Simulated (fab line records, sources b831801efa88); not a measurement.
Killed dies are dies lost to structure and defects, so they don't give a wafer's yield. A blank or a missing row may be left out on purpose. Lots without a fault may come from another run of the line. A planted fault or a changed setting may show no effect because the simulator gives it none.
Which tool did it? | flow sky130 | 12 lots, 36 wafers sampled, at 4 steps of a route of 708

WHAT THE GAUGES READ, wafer by wafer
SKY_VT_ADJUST_NCORE_OVL_MEAS_08. Usual: VT_ADJUST_NCORE_OVL 1.6 nm, standard deviation 1.3.
lot  | measured     | on         | VT_ADJUST_NCORE_OVL (nm) | flag
L880 | day 8 14:30  | overlay-02 | 0.3 1.6 2.5              |
L881 | day 8 16:28  | overlay-02 | 1.0 -0.2 0.3             |
L884 | day 9 15:18  | overlay-02 | 1.6 1.6 2.2              |
L886 | day 10 08:30 | overlay-01 | 0.9 0.9 2.1              |
L888 | day 11 02:57 | overlay-02 | 0.8 3.2 2.2              |
L889 | day 11 05:10 | overlay-02 | 1.6 2.3 1.8              |
L890 | day 11 08:21 | overlay-01 | 0.2 2.2 1.6              |
L891 | day 11 10:12 | overlay-02 | 0.3 -1.3 1.1             |
L892 | day 12 03:49 | overlay-01 | 1.5 1.0 2.2              |
L893 | day 12 06:24 | overlay-01 | 2.2 2.5 1.6              |
L894 | day 12 11:57 | overlay-02 | 2.7 -0.9 2.4             |
L903 | day 15 01:21 | overlay-02 | 1.2 2.1 4.3              |

SKY_SONOS_ONO_THK_MEAS_05. Usual: SONOS_ONO_CVD_04_THK 5.71 nm, standard deviation 0.11.
lot  | measured     | on            | SONOS_ONO_CVD_04_THK (nm) | flag
L880 | day 11 16:34 | film_metro-02 | 5.69 5.77 5.56            |
L881 | day 11 17:50 | film_metro-01 | 5.59 5.56 5.70            |
L884 | day 12 18:08 | film_metro-02 | 5.59 5.55 5.53            |
L886 | day 13 10:26 | film_metro-01 | 5.76 5.92 5.84            |
L888 | day 14 11:34 | film_metro-01 | 5.88 5.89 5.84            |
L889 | day 14 11:34 | film_metro-02 | 5.89 5.82 5.94            |
L890 | day 14 15:45 | film_metro-01 | 5.48 5.58 5.69            |
L891 | day 14 15:46 | film_metro-04 | 5.82 5.86 5.80            |
L892 | day 15 11:36 | film_metro-02 | 5.49 5.66 5.67            |
L893 | day 15 14:53 | film_metro-04 | 6.58 6.59 6.60            | OFF
L894 | day 16 03:30 | film_metro-04 | 6.73 6.75 6.75            | OFF
L903 | day 19 01:31 | film_metro-04 | 5.85 5.82 5.89            |

SKY_LOCAL_INTERCONNECT_OVL_MEAS_12. Usual: LOCAL_INTERCONNECT_OVL 2 nm, standard deviation 5.6.
lot  | measured     | on         | LOCAL_INTERCONNECT_OVL (nm) | flag
L880 | day 30 07:23 | overlay-01 | 14 -6 0                     |
L881 | day 30 08:58 | overlay-02 | -2 -10 -5                   |
L884 | day 31 13:53 | overlay-02 | -1 6 1                      |
L886 | day 32 08:05 | overlay-02 | -1 -6 1                     |
L888 | day 33 23:48 | overlay-02 | -2 -2 0                     |
L889 | day 33 22:48 | overlay-02 | 3 5 7                       |
L890 | day 34 01:35 | overlay-01 | 4 2 8                       |
L891 | day 34 01:27 | overlay-02 | -2 0 -9                     |
L892 | day 34 06:20 | overlay-01 | -9 3 2                      |
L893 | day 34 15:08 | overlay-02 | 4 1 5                       |
L894 | day 35 00:35 | overlay-02 | 0 7 5                       |
L903 | day 37 08:02 | overlay-01 | 11 7 10                     |

WHICH TOOL RAN EACH LOT (tool, then ch and the chambers of the sampled wafers, then the start)
lot  | SKY_SONOS_ONO_CVD_04
L880 | lpcvd-03 ch 1, day 11 15:19
L881 | lpcvd-03 ch 1, day 11 16:34
L884 | lpcvd-03 ch 0, day 12 16:16
L886 | lpcvd-03 ch 0, day 13 09:11
L888 | lpcvd-03 ch 0, day 14 10:19
L889 | lpcvd-03 ch 0, day 14 10:19
L890 | lpcvd-03 ch 0, day 14 14:30
L891 | lpcvd-03 ch 0, day 14 14:30
L892 | lpcvd-03 ch 1, day 15 10:20
L893 | lpcvd-03 ch 1, day 15 13:38
L894 | lpcvd-03 ch 1, day 16 02:15
L903 | lpcvd-03 ch 1, day 19 00:16
- SKY_SONOS_ONO_CVD_04: deposits SiO2 from SiH4/N2O, target thk 5.7199 nm.

WHAT THE TOOLS THEMSELVES READ (means of the sampled wafers that have a number; where no wafer has one, the mark that the record gives instead)
SKY_SONOS_ONO_CVD_04. Usual: spike_tc_centre_C 900.8 C, standard deviation 1; spike_tc_lower_C 901.7 C, standard deviation 0.94; spike_tc_top_C 912.6 C, standard deviation 2.5; spike_tc_upper_C 901.2 C, standard deviation 1.3; susceptor_temp_C 899.9 C, standard deviation 0.39.
lot  | tool     | spike_tc_centre_C (C) | spike_tc_lower_C (C) | spike_tc_top_C (C) | spike_tc_upper_C (C) | susceptor_temp_C (C) | flag
L880 | lpcvd-03 | 902.6                 | 902.1                | 914.9              | 902.9                | 899.6                |
L881 | lpcvd-03 | 901.1                 | 901.1                | 914.0              | 901.6                | 899.9                |
L884 | lpcvd-03 | 900.9                 | 901.6                | 909.3              | 901.0                | 899.6                |
L886 | lpcvd-03 | 900.5                 | 902.2                | 910.4              | 900.3                | 900.3                |
L888 | lpcvd-03 | 900.9                 | 900.6                | 909.7              | 900.1                | 899.7                |
L889 | lpcvd-03 | 901.1                 | 901.9                | 909.7              | 899.8                | 900.3                |
L890 | lpcvd-03 | 899.6                 | 902.3                | 909.6              | 899.1                | 899.8                |
L891 | lpcvd-03 | 900.1                 | 901.2                | 910.2              | 899.4                | 899.8                |
L892 | lpcvd-03 | 901.1                 | 902.5                | 914.7              | 902.4                | 900.4                |
L893 | lpcvd-03 | 910.9                 | 912.6                | 924.2              | 912.6                | 909.6                | OFF
L894 | lpcvd-03 | 911.4                 | 910.4                | 922.8              | 910.9                | 909.9                | OFF
L903 | lpcvd-03 | 901.9                 | 901.9                | 914.0              | 902.5                | 899.8                |

THE ANSWER, worked out from the rows above alone
Rule: a lot is off if the mean of its wafers that have a number lies more than 3 standard deviations from the usual mean. A lot without any number at a reading at which 4 lots or more have one is off too. The other lots that the step has rows for count as sound. The gauges are gone through in route order, then the tools' own readings, and for those a lot's mean is taken as printed above. The first step at which some lot is off is used, and at that step the reading that is off furthest; a lot without a number counts as furthest.
Off: L893, L894, at SKY_SONOS_ONO_THK_MEAS_05 (SONOS_ONO_CVD_04_THK).
A tool fits if, at a process step before that reading, it ran every lot that is off, and no sound lot after the first of them. The gauges at SKY_SONOS_ONO_THK_MEAS_05 aren't tried: what is off there is off at SKY_SONOS_ONO_CVD_04 too, on other tools, and a gauge's error can't cause that. None of those tried fits.

WHAT THE SIMULATOR HAD PUT IN
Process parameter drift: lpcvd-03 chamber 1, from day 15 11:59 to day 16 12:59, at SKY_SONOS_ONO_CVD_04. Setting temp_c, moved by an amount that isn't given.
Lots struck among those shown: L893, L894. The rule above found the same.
